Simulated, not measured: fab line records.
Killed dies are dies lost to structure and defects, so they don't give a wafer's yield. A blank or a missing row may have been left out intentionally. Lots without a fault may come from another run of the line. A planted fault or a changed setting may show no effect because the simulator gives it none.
A struck lot beside a sound one	flow sky130	21 out of 708 route steps
Sound: these wafers, L276.3, L276.5, L276.6. Wafers struck: L279.1, L279.4, L279.6. The cause is given at the end.
Each step with rows lists, per side, the tool, then ch with its chambers, then its first start. Under that, the readings that differ: sound wafers	struck wafers	difference of the means	sigmas: that difference in standard deviations of wafers without a fault.
alike: words and numbers the same on both sides, and readings whose means are apart by under 2 such deviations; not compared: readings that were withheld, readings missing a value for some wafer, numbers with overlapping values and no deviation given by the record, and bounds like >300 which may hide the same value.
A row with sigmas, a row that says differs or no value, or rows on one side alone: a step with any of these is where the two part. Numbers that have no deviation but don't overlap get no sigmas and don't part them. Lack of a reading on every wafer of one side parts them only where that side has two or more wafers.

first, 1 step without rows for these wafers: SKY_GATE_OXIDE_DEVELOP_09 (develop time 60 s).
SKY_GATE_OXIDE_OVL_MEAS_10:
  struck on overlay-02, day 15 12:05; sound on overlay-02, day 14 12:43
  alike: GATE_OXIDE_OVL
then, 2 steps without rows for these wafers: SKY_GATE_OXIDE_IMPLANT_11; SKY_GATE_OXIDE_WET_ETCH_12 (etches SiO2 in dHF, target depth 16.8 nm, time 336 s).
SKY_GATE_OXIDE_STRIP_13: strips in O2/N2.
  sound on plasma asher-03 ch 0,1, day 14 13:02; struck on plasma asher-01 ch 0,1, day 15 12:22
  alike: drypump motor current A, oes product au, strip time to endpoint s
  not compared: rf hours counter h
SKY_GATE_OXIDE_TW_MEAS_14:
  struck on film metro-02, day 15 12:28; sound on film metro-02, day 14 13:07
  alike: GATE_OXIDE_TW
then, 3 steps without rows for these wafers: SKY_GATE_OXIDE_CLEAN_15 (cleans in SC1/SC2, time 150 s); SKY_GATE_OXIDE_OXIDATION_16 (stabilise 600 s, purge 300 s, target thk 3.57 nm); SKY_POLY_GATE_CVD_00 (deposits poly-Si, target thk 180 nm, time 720 s).
SKY_POLY_GATE_THK_MEAS_01:
  struck on film metro-04, day 15 15:19; sound on film metro-04, day 14 16:15
  alike: POLY_GATE_CVD_00_THK
then, 2 steps without rows for these wafers: SKY_RES_PROTECT_DEHYDRATE_00 (time 60 s); SKY_RES_PROTECT_HMDS_01 (prime time 60 s).
SKY_RES_PROTECT_COAT_02: resist thk 1140 nm.
  sound on litho track-01 ch 0, day 15 05:05; struck on litho track-04 ch 0, day 16 04:44
reading	sound	struck	difference	sigmas
model.NOVOLAK_of_RES_PROTECT_COAT_02.thk nm (nm)	1143 1140 1141	516.1 516.5 516.7	-624.9	
  alike: chill plate temp C
then, 3 steps without rows for these wafers: SKY_RES_PROTECT_SOFTBAKE_03 (time 60 s); SKY_RES_PROTECT_EXPOSE_04 (exposes mask RPM, target cd 1270 nm); SKY_RES_PROTECT_PEB_05.
SKY_RES_PROTECT_DEVELOP_06: develop time 60 s.
  sound on litho track-04 ch 0, day 15 18:32; struck on litho track-04 ch 0, day 16 19:11
reading	sound	struck	difference	sigmas
model.NOVOLAK_of_RES_PROTECT_COAT_02.thk nm (nm)	1143 1140 1141	515.7 516.1 516.3	-625.3	
  alike: chill plate temp C
after that, 1 step had no rows for these wafers: SKY_POLY_GATE_IMPLANT_02.
SKY_RES_PROTECT_STRIP_07: strips in O2/N2.
  sound on plasma asher-03 ch 0,1, day 15 18:49; struck on plasma asher-04 ch 0,1, day 16 19:29
reading	sound	struck	difference	sigmas
oes product au (a.u.)	0.502 0.522 0.523	0.428 0.430 0.416	-0.091	-19
strip time to endpoint s (s)	23.32 23.29 23.30	16.20 16.19 16.17	-7.12	-99 or more
  alike: drypump motor current A
  not compared: rf hours counter h
SKY_RES_PROTECT_TW_MEAS_08:
  struck on film metro-01, day 16 19:35; sound on film metro-02, day 15 18:55
  alike: POLY_GATE_TW
-- the record jumps here: 30 days lie between the struck wafers' starts before and after (it left off in module RES_PROTECT and takes up again in module PAD_OPEN, whose first step shown is number 708 of the route) --
SKY_PAD_OPEN_PROBE_99:
  struck on prober-02, day 46 22:25; sound on prober-01, day 46 02:22
  alike: killed_at_M0_to_M3, killed_at_M4_up, killed at contacts, killed at front end, killed at other, killed dies, killed open, killed short

## WHERE THEY PART
At SKY_RES_PROTECT_STRIP_07 and nowhere else, as far as this record goes. Later steps at which nothing parts them and some readings are alike: SKY_RES_PROTECT_TW_MEAS_08, SKY_PAD_OPEN_PROBE_99.

WHY: what the simulator had put in
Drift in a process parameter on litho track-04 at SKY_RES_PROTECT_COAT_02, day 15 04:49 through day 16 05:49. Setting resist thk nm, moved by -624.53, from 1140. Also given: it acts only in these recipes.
